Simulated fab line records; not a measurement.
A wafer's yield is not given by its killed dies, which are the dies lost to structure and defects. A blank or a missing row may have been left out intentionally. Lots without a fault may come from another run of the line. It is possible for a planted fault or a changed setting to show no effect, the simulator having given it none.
Split-lot trial / flow sky130 / 23 wafers read across 5 lots, on a route 708 steps long

## SPLIT DETAILS
At SKY_NWELL_IMPLANT_11, the setting doseCm2 was moved away from the recipe's 1.9e+13 on 10 of the 23 wafers read, by -7.3% to -2.1%. For the rest of the wafers, this setting stayed at what the recipe calls for.

## FROM THE SPLIT TO THE READING: what the file shows between them, 1 step
- SKY_NWELL_STRIP_14: strips in O2/N2 (also split here: pressureMtorr)

## THE READING
NWELL_TW, at SKY_NWELL_TW_MEAS_15. Fault-free wafers of this fab line usually give 1814, standard deviation 7.6.

wafer=L074.1; tool, chamber at the split=implanter-02, 0; doseCm2 as run=1.821e+13; against the recipe=-4.2%; NWELL_TW=1788; against lot-mates on the recipe=-24
wafer=L074.2; tool, chamber at the split=implanter-02, 0; doseCm2 as run=1.9e+13; against the recipe=recipe; NWELL_TW=1808; against lot-mates on the recipe=-
wafer=L074.3; tool, chamber at the split=implanter-02, 0; doseCm2 as run=1.821e+13; against the recipe=-4.2%; NWELL_TW=1781; against lot-mates on the recipe=-31
wafer=L074.4; tool, chamber at the split=implanter-02, 0; doseCm2 as run=1.9e+13; against the recipe=recipe; NWELL_TW=1816; against lot-mates on the recipe=-
wafer=L074.6; tool, chamber at the split=implanter-02, 0; doseCm2 as run=1.821e+13; against the recipe=-4.2%; NWELL_TW=1786; against lot-mates on the recipe=-26
wafer=L076.2; tool, chamber at the split=implanter-04, 0; doseCm2 as run=1.9e+13; against the recipe=recipe; NWELL_TW=1812; against lot-mates on the recipe=-
wafer=L076.3; tool, chamber at the split=implanter-04, 0; doseCm2 as run=1.761e+13; against the recipe=-7.3%; NWELL_TW=1770; against lot-mates on the recipe=-47
wafer=L076.4; tool, chamber at the split=implanter-04, 0; doseCm2 as run=1.761e+13; against the recipe=-7.3%; NWELL_TW=1775; against lot-mates on the recipe=-42
wafer=L076.5; tool, chamber at the split=implanter-04, 0; doseCm2 as run=1.9e+13; against the recipe=recipe; NWELL_TW=1823; against lot-mates on the recipe=-
wafer=L076.6; tool, chamber at the split=implanter-04, 0; doseCm2 as run=1.9e+13; against the recipe=recipe; NWELL_TW=1817; against lot-mates on the recipe=-
wafer=L078.1; tool, chamber at the split=implanter-01, 0; doseCm2 as run=1.782e+13; against the recipe=-6.2%; NWELL_TW=1776; against lot-mates on the recipe=-45
wafer=L078.2; tool, chamber at the split=implanter-01, 0; doseCm2 as run=1.9e+13; against the recipe=recipe; NWELL_TW=1828; against lot-mates on the recipe=-
wafer=L078.3; tool, chamber at the split=implanter-01, 0; doseCm2 as run=1.9e+13; against the recipe=recipe; NWELL_TW=1818; against lot-mates on the recipe=-
wafer=L078.4; tool, chamber at the split=implanter-01, 0; doseCm2 as run=1.782e+13; against the recipe=-6.2%; NWELL_TW=1787; against lot-mates on the recipe=-34
wafer=L078.6; tool, chamber at the split=implanter-01, 0; doseCm2 as run=1.9e+13; against the recipe=recipe; NWELL_TW=1817; against lot-mates on the recipe=-
wafer=L080.2; tool, chamber at the split=implanter-04, 0; doseCm2 as run=1.9e+13; against the recipe=recipe; NWELL_TW=1816; against lot-mates on the recipe=-
wafer=L080.4; tool, chamber at the split=implanter-04, 0; doseCm2 as run=1.9e+13; against the recipe=recipe; NWELL_TW=1807; against lot-mates on the recipe=-
wafer=L080.6; tool, chamber at the split=implanter-04, 0; doseCm2 as run=1.9e+13; against the recipe=recipe; NWELL_TW=1801; against lot-mates on the recipe=-
wafer=L084.1; tool, chamber at the split=implanter-04, 0; doseCm2 as run=1.9e+13; against the recipe=recipe; NWELL_TW=1819; against lot-mates on the recipe=-
wafer=L084.2; tool, chamber at the split=implanter-04, 0; doseCm2 as run=1.861e+13; against the recipe=-2.1%; NWELL_TW=1801; against lot-mates on the recipe=-14
wafer=L084.3; tool, chamber at the split=implanter-04, 0; doseCm2 as run=1.9e+13; against the recipe=recipe; NWELL_TW=1812; against lot-mates on the recipe=-
wafer=L084.4; tool, chamber at the split=implanter-04, 0; doseCm2 as run=1.861e+13; against the recipe=-2.1%; NWELL_TW=1797; against lot-mates on the recipe=-18
wafer=L084.6; tool, chamber at the split=implanter-04, 0; doseCm2 as run=1.861e+13; against the recipe=-2.1%; NWELL_TW=1808; against lot-mates on the recipe=-8

FIT RESULTS
A straight line over all 23 wafers: NWELL_TW changes by +5.9 for each +1% of doseCm2; r = +0.93; the points scatter about the line by 6.4.
The same after taking each lot's own level away (the mean of its wafers on the recipe; 23 wafers): +6.27 for each +1%; r = +0.96; scatter 4.7.
That fit puts the effect of the largest move of doseCm2 on the reading at 46.
Across the lots, their own levels run from 1808.0 to 1821.0, a range of 1.7 times the standard deviation given above.
So the lot-to-lot level changes the slope little: the two slopes agree.
Check: with one of the wafers moved furthest among these (-7.3%) left out of the fit, the line predicts -45.7 for it against its lot-mates. It came out at -47.3 against them.

## THE OTHER SPLITS THESE WAFERS WENT THROUGH
Note: prior to the reading, these wafers also went through further splits. Each is held against what the fit with the lots' levels taken away leaves over:
other split on the same wafers=SKY_FIELD_ISO_OXIDATION_01 oxTimeS; wafers away from the commonest value=15; r with NWELL_TW (lot level and that fit taken away)=-0.07
other split on the same wafers=SKY_FIELD_ISO_COAT_08 resistThkNm; wafers away from the commonest value=8; r with NWELL_TW (lot level and that fit taken away)=+0.05
other split on the same wafers=SKY_FIELD_ISO_EXPOSE_10 doseMj; wafers away from the commonest value=7; r with NWELL_TW (lot level and that fit taken away)=-0.37
other split on the same wafers=SKY_FIELD_ISO_OXIDATION_22 oxTimeS; wafers away from the commonest value=15; r with NWELL_TW (lot level and that fit taken away)=+0.01
other split on the same wafers=SKY_DNWELL_COAT_02 resistThkNm; wafers away from the commonest value=5; r with NWELL_TW (lot level and that fit taken away)=+0.08
other split on the same wafers=SKY_NWELL_STRIP_14 pressureMtorr; wafers away from the commonest value=18; r with NWELL_TW (lot level and that fit taken away)=+0.07

## THE FILE'S OWN FIT
NWELL_TW changes by +6.25 for each +1% of doseCm2, r = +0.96.
